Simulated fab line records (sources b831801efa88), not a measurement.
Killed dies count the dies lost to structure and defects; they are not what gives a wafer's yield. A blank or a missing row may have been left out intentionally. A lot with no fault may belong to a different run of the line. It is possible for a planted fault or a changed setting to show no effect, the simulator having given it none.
fab line records	flow gf180mcu
record lots=15	wafers=45	last_day=34
route steps=602 shown DNWELL@36 VT_IMPLANT@108 POLY_GATE@158 HV_LDD@184
lots that met no fault: from a run of the same line without faults
start_h: hours from the record's opening day to when the first of the lot's shown wafers began	wait_h: hours since the lot's step before	" as in the row above	L1.1+2: one row covering several wafers at once	- no value, or no start was given	* or withheld: withheld	< > ~ a bound
route shown NAME@n: a module of which the file shows steps, and the number in the route of the first	usual: mean/standard deviation of fault-free wafers	same: alike in all rows	chamber/n: place in a boat	sites: each site's reading	_std_site: their standard deviation	_edge_site: mean of outer sites minus mean of inner sites	radius_mm: for every site, how far away it sits from the centre of the wafer	mask NAME#n: copy n	behind: the tool/chamber that last shaped the wafer	hold: reason for holding the lot/hours on hold/outcome of the hold	device: names the non-switching transistor (n, p or np)	end of line: at the end of the route, the tests of the same wafers	a step without rows: its recipe alone	killed: at the first sort, the dies lost to defects and structure; wafer yield is something else	map: per-die view of a wafer (x killed, . not killed, _ where there is no die)
set.NAME: the setting that was run; set.NAME@STEP: the one run at that earlier step	model.NAME: the simulator's own value behind a step, which no gauge read
one table for each step of the route and one row for each wafer, over a sample of lots
services: a tool's chamber out of use, with start hour (start_h, from the record's first day; less than 0 if before it), hours out, and reason
## steps
# step GF_DNWELL_EXPOSE_04
# recipe mask_id=DNWELL	target_cd_nm=1700	na=0.6	source_shape=conventional	sigma_outer=0.6	dose_mj=260
# usual exposure_dose_mJ_cm2=260.00/0.25	focus_offset_nm=-0.1/0.47
lot.wafer	tool	chamber	start_h	wait_h	mask	exposure_dose_mJ_cm2	focus_offset_nm
L530.2	iline_stepper-01	0	50.44	-	DNWELL#0	260.20	-0.1
L530.3	"	0	"	"	DNWELL#0	259.55	-0.5
L530.5	"	0	"	"	DNWELL#0	259.81	0.7
L532.1	iline_stepper-02	0	64.09	-	DNWELL#0	260.25	0.1
L532.2	"	0	"	"	DNWELL#0	260.25	-0.2
L532.3	"	0	"	"	DNWELL#0	259.76	0.7
L534.1	iline_stepper-02	0	75.82	-	DNWELL#0	260.24	-1.0
L534.4	"	0	"	"	DNWELL#0	259.79	-0.5
L534.5	"	0	"	"	DNWELL#0	260.30	-0.2
L536.1	iline_stepper-02	-	81.35	-	DNWELL#0	-	-
L536.3	"	-	"	"	DNWELL#0	-	-
L536.5	"	-	"	"	DNWELL#0	-	-
L538.3	iline_stepper-01	-	90.69	-	DNWELL#0	-	-
L538.4	"	-	"	"	DNWELL#0	-	-
L538.5	"	-	"	"	DNWELL#0	-	-
L537.1	iline_stepper-02	-	91.13	-	DNWELL#0	-	-
L537.2	"	-	"	"	DNWELL#0	-	-
L537.4	"	-	"	"	DNWELL#0	-	-
L541.2	iline_stepper-01	0	104.53	-	DNWELL#0	260.36	0.1
L541.3	"	0	"	"	DNWELL#0	260.33	-0.6
L541.6	"	0	"	"	DNWELL#0	260.44	0.8
L542.1	iline_stepper-01	0	111.92	-	DNWELL#0	260.39	0.2
L542.2	"	0	"	"	DNWELL#0	260.03	-0.4
L542.3	"	0	"	"	DNWELL#0	260.19	-0.9
L543.1	iline_stepper-01	0	116.83	-	DNWELL#0	260.21	-0.8
L543.3	"	0	"	"	DNWELL#0	260.16	0.1
L543.4	"	0	"	"	DNWELL#0	260.03	-0.6
L544.1	iline_stepper-02	0	122.08	-	DNWELL#0	260.37	-0.6
L544.4	"	0	"	"	DNWELL#0	260.30	0.3
L544.6	"	0	"	"	DNWELL#0	260.11	-0.7
L545.1	iline_stepper-02	0	126.48	-	DNWELL#0	260.25	-0.2
L545.2	"	0	"	"	DNWELL#0	259.91	-0.2
L545.3	"	0	"	"	DNWELL#0	259.94	-0.1
L546.4	iline_stepper-01	0	132.51	-	DNWELL#0	259.91	0.6
L546.5	"	0	"	"	DNWELL#0	259.74	-0.2
L546.6	"	0	"	"	DNWELL#0	259.79	0.5
L547.3	iline_stepper-01	0	136.85	-	DNWELL#0	259.93	1.0
L547.5	"	0	"	"	DNWELL#0	260.01	0.4
L547.6	"	0	"	"	DNWELL#0	260.01	0.7
L549.3	iline_stepper-02	0	147.67	-	DNWELL#0	259.73	0.6
L549.4	"	0	"	"	DNWELL#0	259.81	-0.3
L549.6	"	0	"	"	DNWELL#0	259.99	0.2
L550.1	iline_stepper-02	0	154.41	-	DNWELL#0	259.87	0.3
L550.2	"	0	"	"	DNWELL#0	260.06	-0.9
L550.5	"	0	"	"	DNWELL#0	259.99	0.1
# step GF_DNWELL_TW_MEAS_09
# usual DNWELL_TW=1354/11
lot.wafer	tool	chamber	start_h	wait_h	DNWELL_TW
L530.2	film_metro-03	-	56.59	0.1	1359
L530.3	"	-	"	"	1367
L530.5	"	-	"	"	1377
L532.1	film_metro-03	-	70.20	0.1	1356
L532.2	"	-	"	"	1351
L532.3	"	-	"	"	1351
L534.1	film_metro-03	-	83.25	0.1	1370
L534.4	"	-	"	"	1370
L534.5	"	-	"	"	1381
L536.1	film_metro-03	-	88.12	0.1	31
L536.3	"	-	"	"	31
L536.5	"	-	"	"	31
L538.3	film_metro-04	-	98.07	0.1	30
L538.4	"	-	"	"	30
L538.5	"	-	"	"	31
L537.1	film_metro-03	-	98.33	0.1	31
L537.2	"	-	"	"	31
L537.4	"	-	"	"	31
L541.2	film_metro-01	-	112.21	0.1	1365
L541.3	"	-	"	"	1348
L541.6	"	-	"	"	1353
L542.1	film_metro-03	-	119.40	0.1	1359
L542.2	"	-	"	"	1359
L542.3	"	-	"	"	1356
L543.1	film_metro-04	-	124.55	0.1	1346
L543.3	"	-	"	"	1357
L543.4	"	-	"	"	1343
L544.1	film_metro-04	-	129.61	0.1	1349
L544.4	"	-	"	"	1352
L544.6	"	-	"	"	1350
L545.1	film_metro-01	-	134.21	0.1	1359
L545.2	"	-	"	"	1353
L545.3	"	-	"	"	1356
L546.4	film_metro-03	-	140.53	0.1	1350
L546.5	"	-	"	"	1357
L546.6	"	-	"	"	1348
L547.3	film_metro-01	-	145.02	0.1	1346
L547.5	"	-	"	"	1352
L547.6	"	-	"	"	1347
L549.3	film_metro-03	-	156.02	0.1	1371
L549.4	"	-	"	"	1362
L549.6	"	-	"	"	1361
L550.1	film_metro-04	-	162.35	0.1	1344
L550.2	"	-	"	"	1346
L550.5	"	-	"	"	1345
# step GF_VT_IMPLANT_OVL_MEAS_18
# usual VT_IMPLANT_01_OVL=0.3/1.3
lot.wafer	tool	chamber	start_h	wait_h	VT_IMPLANT_01_OVL[nm]
L530.2	overlay-01	-	144.79	0.1	-0.2
L530.3	"	-	"	"	-1.1
L530.5	"	-	"	"	0.8
L532.1	overlay-01	-	162.73	0.1	-2.0
L532.2	"	-	"	"	0.0
L532.3	"	-	"	"	-1.4
L534.1	overlay-01	-	176.66	0.1	-1.4
L534.4	"	-	"	"	-1.2
L534.5	"	-	"	"	-0.9
L536.1	overlay-01	-	183.15	0.1	-0.6
L536.3	"	-	"	"	0.9
L536.5	"	-	"	"	1.5
L538.3	overlay-02	-	193.74	0.1	2.8
L538.4	"	-	"	"	1.7
L538.5	"	-	"	"	2.1
L537.1	overlay-01	-	195.45	0.1	-0.5
L537.2	"	-	"	"	-0.9
L537.4	"	-	"	"	1.0
L541.2	overlay-02	-	210.92	0.1	1.3
L541.3	"	-	"	"	0.7
L541.6	"	-	"	"	-0.2
L542.1	overlay-01	-	219.23	0.1	2.1
L542.2	"	-	"	"	-0.5
L542.3	"	-	"	"	-0.7
L543.1	overlay-02	-	227.26	0.1	-0.6
L543.3	"	-	"	"	0.7
L543.4	"	-	"	"	1.9
L544.1	overlay-01	-	232.28	0.1	-2.2
L544.4	"	-	"	"	-1.8
L544.6	"	-	"	"	-1.6
L545.1	overlay-02	-	237.51	0.1	1.4
L545.2	"	-	"	"	1.1
L545.3	"	-	"	"	0.1
L546.4	overlay-01	-	246.70	0.1	0.5
L546.5	"	-	"	"	0.8
L546.6	"	-	"	"	-1.5
L547.3	overlay-02	-	250.21	0.1	0.6
L547.5	"	-	"	"	1.1
L547.6	"	-	"	"	0.5
L549.3	overlay-01	-	262.38	0.1	-1.0
L549.4	"	-	"	"	2.5
L549.6	"	-	"	"	0.3
L550.1	overlay-02	-	271.15	0.1	-2.0
L550.2	"	-	"	"	-2.4
L550.5	"	-	"	"	-2.5
# step GF_POLY_GATE_THK_MEAS_01
# recipe reads=poly-Si_of_POLY_GATE_CVD_00
# usual POLY_GATE_CVD_00_THK=200.3/1.7
lot.wafer	tool	chamber	start_h	wait_h	POLY_GATE_CVD_00_THK[nm]
L530.2	film_metro-04	-	200.24	0.0	201.0
L530.3	"	-	"	"	200.6
L530.5	"	-	"	"	201.7
L532.1	film_metro-03	-	219.89	0.0	199.9
L532.2	"	-	"	"	200.7
L532.3	"	-	"	"	199.8
L534.1	film_metro-03	-	237.04	0.0	200.1
L534.4	"	-	"	"	201.6
L534.5	"	-	"	"	200.3
L536.1	film_metro-01	-	244.18	0.0	198.4
L536.3	"	-	"	"	198.5
L536.5	"	-	"	"	197.4
L538.3	film_metro-01	-	255.58	0.0	203.8
L538.4	"	-	"	"	204.8
L538.5	"	-	"	"	204.6
L537.1	film_metro-04	-	256.56	0.0	201.3
L537.2	"	-	"	"	200.2
L537.4	"	-	"	"	201.3
L541.2	film_metro-01	-	273.54	0.0	199.8
L541.3	"	-	"	"	198.0
L541.6	"	-	"	"	197.7
L542.1	film_metro-04	-	281.88	0.0	199.9
L542.2	"	-	"	"	202.2
L542.3	"	-	"	"	200.6
L543.1	film_metro-01	-	292.87	0.0	200.0
L543.3	"	-	"	"	198.2
L543.4	"	-	"	"	199.2
L544.1	film_metro-03	-	296.52	0.0	201.5
L544.4	"	-	"	"	200.0
L544.6	"	-	"	"	199.6
L545.1	film_metro-01	-	303.37	0.0	201.8
L545.2	"	-	"	"	200.1
L545.3	"	-	"	"	200.4
L546.4	film_metro-04	-	316.71	0.0	200.8
L546.5	"	-	"	"	201.1
L546.6	"	-	"	"	202.5
L547.3	film_metro-04	-	321.69	0.0	199.1
L547.5	"	-	"	"	201.2
L547.6	"	-	"	"	200.3
L549.3	film_metro-04	-	330.56	0.0	200.8
L549.4	"	-	"	"	199.6
L549.6	"	-	"	"	200.3
L550.1	film_metro-01	-	345.89	0.0	199.9
L550.2	"	-	"	"	200.5
L550.5	"	-	"	"	200.4
# step GF_HV_LDD_OVL_MEAS_08
# usual HV_LDD_OVL=-0.9/1.4
lot.wafer	tool	chamber	start_h	wait_h	HV_LDD_OVL[nm]
L530.2	overlay-02	-	237.80	0.1	-0.1
L530.3	"	-	"	"	0.4
L530.5	"	-	"	"	-0.6
L532.1	overlay-01	-	258.22	0.1	0.5
L532.2	"	-	"	"	1.1
L532.3	"	-	"	"	-0.9
L534.1	overlay-02	-	277.50	0.1	0.0
L534.4	"	-	"	"	0.3
L534.5	"	-	"	"	1.6
L536.1	overlay-02	-	286.23	0.1	-4.2
L536.3	"	-	"	"	-4.2
L536.5	"	-	"	"	-3.2
L538.3	overlay-02	-	295.63	0.1	0.4
L538.4	"	-	"	"	-1.5
L538.5	"	-	"	"	-1.0
L537.1	overlay-02	-	297.90	0.1	-1.3
L537.2	"	-	"	"	-1.4
L537.4	"	-	"	"	-0.3
L541.2	overlay-01	-	317.40	0.1	-2.1
L541.3	"	-	"	"	0.2
L541.6	"	-	"	"	-2.6
L542.1	overlay-02	-	325.70	0.1	-1.3
L542.2	"	-	"	"	-0.9
L542.3	"	-	"	"	0.1
L544.1	overlay-02	-	341.68	0.1	-3.2
L544.4	"	-	"	"	-2.5
L544.6	"	-	"	"	-1.6
L543.1	overlay-02	-	341.95	0.1	-0.4
L543.3	"	-	"	"	1.5
L543.4	"	-	"	"	0.7
L545.1	overlay-02	-	346.28	0.1	-1.4
L545.2	"	-	"	"	-0.9
L545.3	"	-	"	"	1.8
L546.4	overlay-02	-	360.94	0.1	-1.7
L546.5	"	-	"	"	-1.2
L546.6	"	-	"	"	-1.4
L547.3	overlay-02	-	367.66	0.1	-2.6
L547.5	"	-	"	"	-1.1
L547.6	"	-	"	"	-1.8
L549.3	overlay-02	-	376.11	0.1	-1.6
L549.4	"	-	"	"	-1.8
L549.6	"	-	"	"	-0.5
L550.1	overlay-02	-	394.14	0.1	-2.1
L550.2	"	-	"	"	-1.0
L550.5	"	-	"	"	-2.1
## services
tool	chamber	start_h	hours	kind
iline_stepper-01	-	27.66	1.1	repair
iline_stepper-01	-	30.72	1.7	pm
iline_stepper-01	0	37.91	-	calibration
iline_stepper-02	-	40.16	5.4	repair
iline_stepper-01	-	75.18	8.4	repair
iline_stepper-01	-	78.01	8.4	repair
iline_stepper-02	-	110.57	8.2	repair
iline_stepper-02	-	122.29	1.7	pm
iline_stepper-02	0	127.26	-	calibration
## key
first_sign step=GF_DNWELL_EXPOSE_04	reading=tool_record	direction=missing
effect step=GF_DNWELL_TW_MEAS_09	reading=DNWELL_TW	direction=down	sigmas=99+	usual=1354	struck=31
met_at GF_DNWELL_EXPOSE_04
struck_lots L536,L537,L538
sort_left_out L536.1,L536.3,L536.5,L537.1,L537.2,L537.4,L538.3,L538.4,L538.5
tester_left_out L536,L537,L538
not_acting_at GF_VT_IMPLANT_OVL_MEAS_18,GF_POLY_GATE_THK_MEAS_01,GF_HV_LDD_OVL_MEAS_08
onset_between 75.82 81.35
fault kind=skipped_step_whole	tool=iline_stepper-01,iline_stepper-02	chamber=-	onset_h=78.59	steps=GF_DNWELL_EXPOSE_04	scope=struck_lots_only
# tester_left_out: of these lots the tester's yield and bins aren't shown, on N5 and GAA mostly nor the transistor test; their killed dies are dies lost to structure and defects alone, not to doping, threshold or leakage, so they don't give the yield
# sort_left_out: the simulated sort isn't trusted on such a fault, so these wafers' sort isn't shown, and their yield isn't known
